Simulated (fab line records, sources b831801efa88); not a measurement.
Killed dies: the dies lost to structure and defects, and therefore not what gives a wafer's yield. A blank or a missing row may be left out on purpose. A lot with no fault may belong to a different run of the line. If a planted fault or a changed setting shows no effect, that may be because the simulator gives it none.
Which tool was responsible? || flow sky130 || 11 lots, 33 wafers sampled, at 7 steps of a route of 708

WHAT THE GAUGES READ, wafer by wafer
SKY_CONTACT_RS_MEAS_25: measurement is done with a four-point probe.
{"lot": "L994", "measured": "day 31 20:06", "on": "film metro-01", "CONTACT_W_RS (ohm/sq)": "0.3378 0.3374 0.3349"}
{"lot": "L993", "measured": "day 31 21:32", "on": "film metro-03", "CONTACT_W_RS (ohm/sq)": "0.3401 0.3300 0.3331"}
{"lot": "L995", "measured": "day 32 10:26", "on": "film metro-03", "CONTACT_W_RS (ohm/sq)": "0.3352 0.3376 0.3322"}
{"lot": "L996", "measured": "day 32 16:12", "on": "film metro-03", "CONTACT_W_RS (ohm/sq)": "0.3373 0.2816 0.3359"}
{"lot": "L100", "measured": "day 33 23:56", "on": "film metro-04", "CONTACT_W_RS (ohm/sq)": "0.2818 0.3371 0.2814"}
{"lot": "L108", "measured": "day 36 12:58", "on": "film metro-01", "CONTACT_W_RS (ohm/sq)": "0.3328 0.3386 0.3373"}
{"lot": "L111", "measured": "day 37 02:55", "on": "film metro-04", "CONTACT_W_RS (ohm/sq)": "0.3374 0.3348 0.3405"}
{"lot": "L113", "measured": "day 38 02:50", "on": "film metro-04", "CONTACT_W_RS (ohm/sq)": "0.3398 0.3360 0.3422"}
{"lot": "L114", "measured": "day 38 07:20", "on": "film metro-04", "CONTACT_W_RS (ohm/sq)": "0.3388 0.3315 0.3380"}
{"lot": "L115", "measured": "day 38 12:27", "on": "film metro-04", "CONTACT_W_RS (ohm/sq)": "0.3331 0.3407 0.3359"}
{"lot": "L116", "measured": "day 38 19:46", "on": "film metro-03", "CONTACT_W_RS (ohm/sq)": "0.3367 0.3377 0.3375"}

SKY_CONTACT_THK_MEAS_26: measures by xrf.
{"lot": "L994", "measured": "day 31 20:13", "on": "film metro-01", "CONTACT_W_THK (nm)": "340 340 340"}
{"lot": "L993", "measured": "day 31 21:39", "on": "film metro-03", "CONTACT_W_THK (nm)": "332 341 336"}
{"lot": "L995", "measured": "day 32 10:34", "on": "film metro-03", "CONTACT_W_THK (nm)": "336 331 339"}
{"lot": "L996", "measured": "day 32 16:19", "on": "film metro-03", "CONTACT_W_THK (nm)": "335 398 337"}
{"lot": "L100", "measured": "day 34 00:02", "on": "film metro-04", "CONTACT_W_THK (nm)": "405 338 405"}
{"lot": "L108", "measured": "day 36 13:05", "on": "film metro-01", "CONTACT_W_THK (nm)": "342 340 338"}
{"lot": "L111", "measured": "day 37 03:01", "on": "film metro-04", "CONTACT_W_THK (nm)": "339 342 337"}
{"lot": "L113", "measured": "day 38 02:58", "on": "film metro-04", "CONTACT_W_THK (nm)": "338 341 338"}
{"lot": "L114", "measured": "day 38 07:26", "on": "film metro-04", "CONTACT_W_THK (nm)": "340 348 342"}
{"lot": "L115", "measured": "day 38 12:34", "on": "film metro-04", "CONTACT_W_THK (nm)": "346 338 344"}
{"lot": "L116", "measured": "day 38 19:53", "on": "film metro-03", "CONTACT_W_THK (nm)": "333 331 329"}

SKY_METAL2_THK_MEAS_06: measures by xrf.
{"lot": "L994", "measured": "day 34 05:17", "on": "film metro-01", "METAL2_ALCU_THK (nm)": "257.3 253.5 257.0"}
{"lot": "L993", "measured": "day 34 07:25", "on": "film metro-04", "METAL2_ALCU_THK (nm)": "258.9 259.7 260.6"}
{"lot": "L995", "measured": "day 34 19:41", "on": "film metro-04", "METAL2_ALCU_THK (nm)": "256.6 253.7 256.7"}
{"lot": "L996", "measured": "day 35 01:15", "on": "film metro-01", "METAL2_ALCU_THK (nm)": "256.7 259.7 256.1"}
{"lot": "L100", "measured": "day 36 09:13", "on": "film metro-02", "METAL2_ALCU_THK (nm)": "258.6 258.8 258.0"}
{"lot": "L108", "measured": "day 38 19:50", "on": "film metro-02", "METAL2_ALCU_THK (nm)": "256.1 257.9 255.0"}
{"lot": "L111", "measured": "day 39 09:32", "on": "film metro-04", "METAL2_ALCU_THK (nm)": "256.4 256.8 257.2"}
{"lot": "L113", "measured": "day 40 08:54", "on": "film metro-04", "METAL2_ALCU_THK (nm)": "250.4 252.2 251.4"}
{"lot": "L114", "measured": "day 40 12:40", "on": "film metro-04", "METAL2_ALCU_THK (nm)": "255.9 254.7 255.7"}
{"lot": "L115", "measured": "day 40 17:53", "on": "film metro-02", "METAL2_ALCU_THK (nm)": "255.8 257.0 255.2"}
{"lot": "L116", "measured": "day 41 00:44", "on": "film metro-01", "METAL2_ALCU_THK (nm)": "258.0 260.2 256.2"}

EACH LOT AND THE TOOL THAT RAN IT (in order: tool; ch and the chambers of the sampled wafers; start)
{"lot": "L994", "SKY_CONTACT_CVD_24": "cvd w-02 ch 0, day 31 19:58", "SKY_CONTACT_CMP_27": "cmp-01 ch 0,2, day 31 20:19", "SKY_METAL1_DESCUM_17": "rie metal-02 ch 0,1, day 33 00:11", "SKY_METAL2_SPUTTER_03": "pvd sputter-01, day 34 05:05"}
{"lot": "L993", "SKY_CONTACT_CVD_24": "cvd w-01 ch 0,1, day 31 21:25", "SKY_CONTACT_CMP_27": "cmp-01 ch 0,2,3, day 31 21:49", "SKY_METAL1_DESCUM_17": "rie metal-03 ch 0,1, day 33 01:44", "SKY_METAL2_SPUTTER_03": "pvd sputter-04, day 34 07:13"}
{"lot": "L995", "SKY_CONTACT_CVD_24": "cvd w-02 ch 0,1, day 32 10:20", "SKY_CONTACT_CMP_27": "cmp-01 ch 0,1,3, day 32 10:37", "SKY_METAL1_DESCUM_17": "rie metal-04 ch 0,1, day 33 14:14", "SKY_METAL2_SPUTTER_03": "pvd sputter-01, day 34 19:29"}
{"lot": "L996", "SKY_CONTACT_CVD_24": "cvd w-02 ch 0,1, day 32 16:05", "SKY_CONTACT_CMP_27": "cmp-01 ch 1,2,3, day 32 16:26", "SKY_METAL1_DESCUM_17": "rie metal-04 ch 0,1, day 33 20:07", "SKY_METAL2_SPUTTER_03": "pvd sputter-04, day 35 01:04"}
{"lot": "L100", "SKY_CONTACT_CVD_24": "cvd w-02 ch 0,1, day 33 23:50", "SKY_CONTACT_CMP_27": "cmp-02 ch 0,2, day 34 00:05", "SKY_METAL1_DESCUM_17": "rie metal-03 ch 1, day 35 03:42", "SKY_METAL2_SPUTTER_03": "pvd sputter-01, day 36 09:00"}
{"lot": "L108", "SKY_CONTACT_CVD_24": "cvd w-01 ch 0,1, day 36 12:52", "SKY_CONTACT_CMP_27": "cmp-02 ch 0,3, day 36 13:09", "SKY_METAL1_DESCUM_17": "rie metal-03 ch 0,1, day 37 15:40", "SKY_METAL2_SPUTTER_03": "pvd sputter-04, day 38 19:38"}
{"lot": "L111", "SKY_CONTACT_CVD_24": "cvd w-02 ch 0,1, day 37 02:48", "SKY_CONTACT_CMP_27": "cmp-01 ch 2,3, day 37 03:07", "SKY_METAL1_DESCUM_17": "rie metal-03 ch 0,1, day 38 05:17", "SKY_METAL2_SPUTTER_03": "pvd sputter-04, day 39 09:20"}
{"lot": "L113", "SKY_CONTACT_CVD_24": "cvd w-02 ch 0,1, day 38 02:44", "SKY_CONTACT_CMP_27": "cmp-02 ch 0,1, day 38 03:01", "SKY_METAL1_DESCUM_17": "rie metal-03 ch 0,1, day 39 04:53", "SKY_METAL2_SPUTTER_03": "pvd sputter-02, day 40 08:43"}
{"lot": "L114", "SKY_CONTACT_CVD_24": "cvd w-02 ch 0,1, day 38 07:13", "SKY_CONTACT_CMP_27": "cmp-01 ch 0,1,3, day 38 07:37", "SKY_METAL1_DESCUM_17": "rie metal-03 ch 0,1, day 39 09:29", "SKY_METAL2_SPUTTER_03": "pvd sputter-01, day 40 12:28"}
{"lot": "L115", "SKY_CONTACT_CVD_24": "cvd w-02 ch 0,1, day 38 12:20", "SKY_CONTACT_CMP_27": "cmp-01 ch 0,1,3, day 38 12:38", "SKY_METAL1_DESCUM_17": "rie metal-02 ch 0,1, day 39 14:34", "SKY_METAL2_SPUTTER_03": "pvd sputter-02, day 40 17:41"}
{"lot": "L116", "SKY_CONTACT_CVD_24": "cvd w-02 ch 0,1, day 38 19:40", "SKY_CONTACT_CMP_27": "cmp-01 ch 0,1,3, day 38 20:03", "SKY_METAL1_DESCUM_17": "rie metal-02 ch 1, day 39 21:47", "SKY_METAL2_SPUTTER_03": "pvd sputter-01, day 41 00:32"}
- SKY_CONTACT_CVD_24: deposits W, target thk 340 nm, time 102.12 s.
- SKY_CONTACT_CMP_27: polishes, stops on SiO2, t overpolish 15 s, target thk 0 nm.
- SKY_METAL1_DESCUM_17: chemistry O2, time 8 s.
- SKY_METAL2_SPUTTER_03: material Ti, target thk 5 nm, time 3.3 s.

AS READ BY THE TOOLS THEMSELVES (means over the sampled wafers that have a number; for cases with no such wafer, the mark the record gives instead)
SKY_CONTACT_CVD_24.
{"lot": "L994", "tool": "cvd w-02", "heater power w (W)": 798}
{"lot": "L993", "tool": "cvd w-01", "heater power w (W)": 898}
{"lot": "L995", "tool": "cvd w-02", "heater power w (W)": 820}
{"lot": "L996", "tool": "cvd w-02", "heater power w (W)": 820}
{"lot": "L100", "tool": "cvd w-02", "heater power w (W)": 845}
{"lot": "L108", "tool": "cvd w-01", "heater power w (W)": 896}
{"lot": "L111", "tool": "cvd w-02", "heater power w (W)": 850}
{"lot": "L113", "tool": "cvd w-02", "heater power w (W)": 834}
{"lot": "L114", "tool": "cvd w-02", "heater power w (W)": 829}
{"lot": "L115", "tool": "cvd w-02", "heater power w (W)": 832}
{"lot": "L116", "tool": "cvd w-02", "heater power w (W)": 816}

SKY_CONTACT_CMP_27.
{"lot": "L994", "tool": "cmp-01", "motor current A (A)": 10.9, "time to endpoint s (s)": 79.4}
{"lot": "L993", "tool": "cmp-01", "motor current A (A)": 11.0, "time to endpoint s (s)": 81.8}
{"lot": "L995", "tool": "cmp-01", "motor current A (A)": 11.0, "time to endpoint s (s)": 84.0}
{"lot": "L996", "tool": "cmp-01", "motor current A (A)": 10.5, "time to endpoint s (s)": 85.5}
{"lot": "L100", "tool": "cmp-02", "motor current A (A)": 10.7, "time to endpoint s (s)": 92.3}
{"lot": "L108", "tool": "cmp-02", "motor current A (A)": 10.9, "time to endpoint s (s)": 84.4}
{"lot": "L111", "tool": "cmp-01", "motor current A (A)": 11.0, "time to endpoint s (s)": 82.3}
{"lot": "L113", "tool": "cmp-02", "motor current A (A)": 11.3, "time to endpoint s (s)": 80.9}
{"lot": "L114", "tool": "cmp-01", "motor current A (A)": 10.7, "time to endpoint s (s)": 79.7}
{"lot": "L115", "tool": "cmp-01", "motor current A (A)": 11.0, "time to endpoint s (s)": 82.0}
{"lot": "L116", "tool": "cmp-01", "motor current A (A)": 10.9, "time to endpoint s (s)": 80.4}

SKY_METAL1_DESCUM_17.
{"lot": "L994", "tool": "rie metal-02", "chamber pressure mTorr (mTorr)": 10.002, "drypump motor current A (A)": 6.0, "oes product au (a.u.)": 1.003}
{"lot": "L993", "tool": "rie metal-03", "chamber pressure mTorr (mTorr)": 10.010, "drypump motor current A (A)": 5.3, "oes product au (a.u.)": 0.993}
{"lot": "L995", "tool": "rie metal-04", "chamber pressure mTorr (mTorr)": 9.998, "drypump motor current A (A)": 5.9, "oes product au (a.u.)": 0.997}
{"lot": "L996", "tool": "rie metal-04", "chamber pressure mTorr (mTorr)": 9.999, "drypump motor current A (A)": 5.9, "oes product au (a.u.)": 1.001}
{"lot": "L100", "tool": "rie metal-03", "chamber pressure mTorr (mTorr)": 9.998, "drypump motor current A (A)": 5.1, "oes product au (a.u.)": 1.000}
{"lot": "L108", "tool": "rie metal-03", "chamber pressure mTorr (mTorr)": 10.007, "drypump motor current A (A)": 5.3, "oes product au (a.u.)": 0.997}
{"lot": "L111", "tool": "rie metal-03", "chamber pressure mTorr (mTorr)": 10.001, "drypump motor current A (A)": 5.3, "oes product au (a.u.)": 0.999}
{"lot": "L113", "tool": "rie metal-03", "chamber pressure mTorr (mTorr)": 10.004, "drypump motor current A (A)": 5.6, "oes product au (a.u.)": 0.990}
{"lot": "L114", "tool": "rie metal-03", "chamber pressure mTorr (mTorr)": 10.007, "drypump motor current A (A)": 5.3, "oes product au (a.u.)": 0.992}
{"lot": "L115", "tool": "rie metal-02", "chamber pressure mTorr (mTorr)": 10.002, "drypump motor current A (A)": 6.0, "oes product au (a.u.)": 0.999}
{"lot": "L116", "tool": "rie metal-02", "chamber pressure mTorr (mTorr)": 10.003, "drypump motor current A (A)": 6.0, "oes product au (a.u.)": 1.010}

SKY_METAL2_SPUTTER_03.
{"lot": "L994", "tool": "pvd sputter-01", "throttle valve pct (%)": 29.6}
{"lot": "L993", "tool": "pvd sputter-04", "throttle valve pct (%)": 30.1}
{"lot": "L995", "tool": "pvd sputter-01", "throttle valve pct (%)": 30.1}
{"lot": "L996", "tool": "pvd sputter-04", "throttle valve pct (%)": 29.7}
{"lot": "L100", "tool": "pvd sputter-01", "throttle valve pct (%)": 29.7}
{"lot": "L108", "tool": "pvd sputter-04", "throttle valve pct (%)": 30.1}
{"lot": "L111", "tool": "pvd sputter-04", "throttle valve pct (%)": 30.5}
{"lot": "L113", "tool": "pvd sputter-02", "throttle valve pct (%)": 30.5}
{"lot": "L114", "tool": "pvd sputter-01", "throttle valve pct (%)": 29.8}
{"lot": "L115", "tool": "pvd sputter-02", "throttle valve pct (%)": 30.7}
{"lot": "L116", "tool": "pvd sputter-01", "throttle valve pct (%)": 29.5}

THE ANSWER, worked out from the rows above alone
Rule: the lots themselves supply what counts as usual. The widest of any qualifying gaps counts: lots, ordered by their means at a reading, are off when they make up no more than a third of the lots, leave a main group of 4 or more, and stand apart from it by 3 or more times the standard deviation of that group's means. A main group is skipped when, at the precision printed for the reading in the tables above, its means are all equal. A lot without any number at a reading at which 4 lots or more have one is off too. Where the step has rows for the other lots, those lots are counted as sound. The gauges are gone through in route order, then the tools' own readings, and for those a lot's mean is taken as printed above. At the first step where some lot is off, the reading lying furthest off is the one used; lots without a number count as furthest.
Off: L996, L100, at SKY_CONTACT_RS_MEAS_25 (CONTACT_W_RS). Mean 0.3366 ohm/sq and standard deviation 0.0014 in the main group.
A tool fits if, at a process step before that reading, it ran every lot that is off, and no sound lot after the first of them. Those tools and the gauges at SKY_CONTACT_RS_MEAS_25 are tried in the same way. No candidate that was tried fits.

WHAT WAS PUT IN BY THE SIMULATOR
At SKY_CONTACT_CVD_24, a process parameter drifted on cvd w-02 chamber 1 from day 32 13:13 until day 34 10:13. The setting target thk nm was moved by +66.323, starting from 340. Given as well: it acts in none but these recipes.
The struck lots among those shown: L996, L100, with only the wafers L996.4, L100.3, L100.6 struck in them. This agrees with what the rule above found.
